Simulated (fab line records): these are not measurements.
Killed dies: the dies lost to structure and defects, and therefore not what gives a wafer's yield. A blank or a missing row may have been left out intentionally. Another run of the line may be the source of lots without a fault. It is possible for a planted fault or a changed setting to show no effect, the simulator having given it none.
Struck lot and sound lot, side by side -- flow sky130 -- 45 out of 708 route steps
Sound: these wafers, L145.2, L145.4, L145.6. Struck: wafer L148.4; the same lot's L148.1 was not struck, so it is left out; see the end for the cause.
At each step with rows: each side's tool, then ch and its chambers, then its first start. Under that, the readings that differ: sound wafers -- struck wafers -- difference of the means -- sigmas: that difference in standard deviations of wafers without a fault.
alike: words and numbers the same on both sides, and readings whose means are apart by under 2 such deviations; not compared: readings that were withheld, readings missing a value for some wafer, numbers with overlapping values and no deviation given by the record, and bounds like >300 which may hide the same value.
A row with sigmas, a row that says differs or no value, or rows on one side alone: a step with any of these is where the two part. Numbers that have no deviation but don't overlap get no sigmas and don't part them. A reading missing from all wafers of one side parts the sides only when that side holds two or more wafers.

first, 4 steps without rows for these wafers: SKY_LI_CONTACT_SOFTBAKE_08 (time 90 s); SKY_LI_CONTACT_EXPOSE_09 (exposes mask LICM1, target cd 170 nm); SKY_LI_CONTACT_PEB_10; SKY_LI_CONTACT_DEVELOP_11 (develop time 60 s).
SKY_LI_CONTACT_CD_MEAS_12 targets a cd of 170 nm.
  sound on cd_sem-01 at day 29 23:08; struck on cd_sem-01 at day 30 22:28
reading,sound,struck,difference,sigmas
cd_nm (nm),171.2 171.9 171.7,168.8,-2.8,-2
SKY_LI_CONTACT_OVL_MEAS_13:
  sound on overlay-01 at day 29 23:14; struck on overlay-02 at day 30 22:35
  alike: LI_CONTACT_OVL
then, 2 steps without rows for these wafers: SKY_LI_CONTACT_ETCH_14 (etches BARC in N2/H2, stops on SiO2, time 45.9 s, target depth 60 nm); SKY_LI_CONTACT_ETCH_15 (etches PSG in C4F8/O2/Ar, stops on Si, target depth 600 nm).
SKY_LI_CONTACT_STRIP_16: strips in O2/N2.
  sound on plasma_asher-02 ch 0,1, day 29 23:23; struck on plasma_asher-01 ch 1, day 30 22:44
reading,sound,struck,difference,sigmas
oes_product_au (a.u.),0.381 0.375 0.376,0.367,-0.010,-2
strip_time_to_endpoint_s (s),3.54 3.53 3.45,3.41,-0.10,-3
  alike: drypump_motor_current_A
  not compared: rf_hours_counter_h
then, 3 steps without rows for these wafers: SKY_LI_CONTACT_CLEAN_17 (cleans in NMP, time 600 s); SKY_LI_CONTACT_PRE_CLEAN_18 (time 5.6 s); SKY_LI_CONTACT_SPUTTER_19 (material Ti, target thk 20 nm, time 106.37 s).
SKY_LI_CONTACT_SPUTTER_20: material TiN, target thk 20 nm, time 80 s.
  sound on pvd_sputter-03 at day 29 23:46; struck on pvd_sputter-03 at day 30 23:07
reading,sound,struck,difference,sigmas
model.TiN_of_LI_CONTACT_SPUTTER_20.thk_nm (nm),19.72 19.57 19.81,21.42,+1.72,
  alike: throttle_valve_pct
SKY_LI_CONTACT_CVD_21: deposits W, target thk 400 nm, time 120.56 s.
  sound on cvd_w-02 ch 0,1, day 29 23:50; struck on cvd_w-01 ch 1, day 30 23:11
  alike: heater_power_w
SKY_LI_CONTACT_RS_MEAS_22: a four-point-probe measurement.
  sound on film_metro-04 at day 29 23:58; struck on film_metro-02 at day 30 23:18
  alike: LI_CONTACT_W_RS
SKY_LI_CONTACT_THK_MEAS_23: measures by xrf.
  sound on film_metro-04 at day 30 00:05; struck on film_metro-02 at day 30 23:25
  alike: LI_CONTACT_W_THK
then, 1 step without rows for these wafers: SKY_LI_CONTACT_CMP_24 (polishes, stops on PSG, t overpolish 20 s, target thk 0 nm).
SKY_LOCAL_INTERCONNECT_SPUTTER_00: material TiN, target thk 100 nm, time 83.3 s.
  sound on pvd_sputter-02 at day 30 00:26; struck on pvd_sputter-01 at day 30 23:47
reading,sound,struck,difference,sigmas
throttle_valve_pct (%),27.3 30.4 28.4,31.0,+2.3,+2
SKY_LOCAL_INTERCONNECT_RS_MEAS_01: a four-point-probe measurement.
  sound on film_metro-02 at day 30 00:31; struck on film_metro-02 at day 30 23:50
reading,sound,struck,difference,sigmas
LOCAL_INTERCONNECT_TIN_RS (ohm/sq),14.56 14.27 14.49,13.90,-0.54,-3
SKY_LOCAL_INTERCONNECT_THK_MEAS_02: measures by xrf.
  sound on film_metro-02 at day 30 00:37; struck on film_metro-02 at day 30 23:58
reading,sound,struck,difference,sigmas
LOCAL_INTERCONNECT_TIN_THK (nm),97.8 99.3 97.9,101.8,+3.5,+3
then, 8 steps without rows for these wafers: SKY_LOCAL_INTERCONNECT_DEHYDRATE_03 (time 60 s); SKY_LOCAL_INTERCONNECT_HMDS_04 (prime time 60 s); SKY_LOCAL_INTERCONNECT_COAT_05 (resist thk 60 nm); SKY_LOCAL_INTERCONNECT_COAT_06 (resist thk 450 nm); SKY_LOCAL_INTERCONNECT_SOFTBAKE_07 (time 90 s); SKY_LOCAL_INTERCONNECT_EXPOSE_08 (exposes mask LI1M, target cd 170 nm); SKY_LOCAL_INTERCONNECT_PEB_09; SKY_LOCAL_INTERCONNECT_DEVELOP_10 (develop time 60 s).
SKY_LOCAL_INTERCONNECT_CD_MEAS_11 targets a cd of 170 nm.
  sound on cd_sem-01 at day 31 05:20; struck on cd_sem-01 at day 32 03:55
reading,sound,struck,difference,sigmas
cd_nm (nm),171.9 173.6 171.5,168.3,-4.0,-3
SKY_LOCAL_INTERCONNECT_OVL_MEAS_12:
  sound on overlay-02 at day 31 05:26; struck on overlay-02 at day 32 04:02
  alike: LOCAL_INTERCONNECT_OVL
SKY_LOCAL_INTERCONNECT_ETCH_13: etches BARC in N2/H2, stops on SiO2, time 45.9 s, target depth 60 nm.
  sound on rie_metal-02 ch 1, day 31 05:28; struck on rie_metal-04 ch 0, day 32 04:04
  alike: drypump_motor_current_A, oes_product_au, throttle_valve_pct
  not compared: rf_hours_counter_h
SKY_LOCAL_INTERCONNECT_METAL_ETCH_14: etches TiN in Cl2/BCl3, stops on PSG, target depth 110 nm, time 31.4 s.
  sound on rie_metal-02 ch 1, day 31 05:32; struck on rie_metal-04 ch 0, day 32 04:08
reading,sound,struck,difference,sigmas
oes_product_au (a.u.),0.925 0.940 0.932,0.956,+0.024,+3
  alike: drypump_motor_current_A, throttle_valve_pct
  not compared: rf_hours_counter_h
then, 5 steps without rows for these wafers: SKY_LOCAL_INTERCONNECT_STRIP_15 (strips in O2/N2); SKY_LOCAL_INTERCONNECT_STRIP_16 (strips in post etch residue remover, time 1200 s); SKY_LOCAL_INTERCONNECT_CLEAN_17 (cleans in IPA, time 180 s); SKY_LOCAL_INTERCONNECT_CLEAN_18 (cleans in O3/DIW); SKY_CONTACT_CVD_00 (deposits Si3N4, target thk 75 nm).
SKY_CONTACT_THK_MEAS_01:
  sound on film_metro-04 at day 31 06:14; struck on film_metro-04 at day 32 04:50
  alike: CONTACT_CVD_00_THK
then, 1 step without rows for these wafers: SKY_CONTACT_HDPCVD_02 (deposits SiO2, target thk 565 nm, time 94.2 s).
SKY_CONTACT_THK_MEAS_03:
  sound on film_metro-01 at day 31 06:22; struck on film_metro-02 at day 32 04:58
  alike: CONTACT_HDPCVD_THK
then, 1 step without rows for these wafers: SKY_CONTACT_CMP_04 (polishes SiO2).
SKY_CONTACT_BOW_MEAS_05:
  sound on film_metro-04 at day 31 06:44; struck on film_metro-01 at day 32 05:20
  alike: CONTACT_BOW
-- the record jumps here: 6 days lie between the struck wafers' starts before and after (it left off in module CONTACT and takes up again in module VIA2, whose first step shown is number 529 of the route) --
SKY_VIA2_RS_MEAS_22: a four-point-probe measurement.
  sound on film_metro-01 at day 37 06:26; struck on film_metro-04 at day 38 02:37
  alike: VIA2_W_RS
  not compared: hold
SKY_VIA2_THK_MEAS_23: measures by xrf.
  sound on film_metro-01 at day 37 06:32; struck on film_metro-04 at day 38 11:29
  alike: VIA2_W_THK
  not compared: hold
-- the record jumps here: 9 days lie between the struck wafers' starts before and after (it left off in module VIA2 and takes up again in module PAD_OPEN, whose first step shown is number 708 of the route) --
SKY_PAD_OPEN_PROBE_99:
  sound on prober-01 at day 46 15:18; struck on prober-02 at day 47 05:03
reading,sound,struck,difference,sigmas
killed_at_M0_to_M3,40 36 34,50,+13,+2
  alike: killed_at_M4_up, killed_at_contacts, killed_at_front_end, killed_at_other, killed_dies, killed_open, killed_short

== WHERE THEY PART ==
Earliest at SKY_LI_CONTACT_CD_MEAS_12; latest, in this record, at SKY_PAD_OPEN_PROBE_99.

WHY: what had been put in by the simulator
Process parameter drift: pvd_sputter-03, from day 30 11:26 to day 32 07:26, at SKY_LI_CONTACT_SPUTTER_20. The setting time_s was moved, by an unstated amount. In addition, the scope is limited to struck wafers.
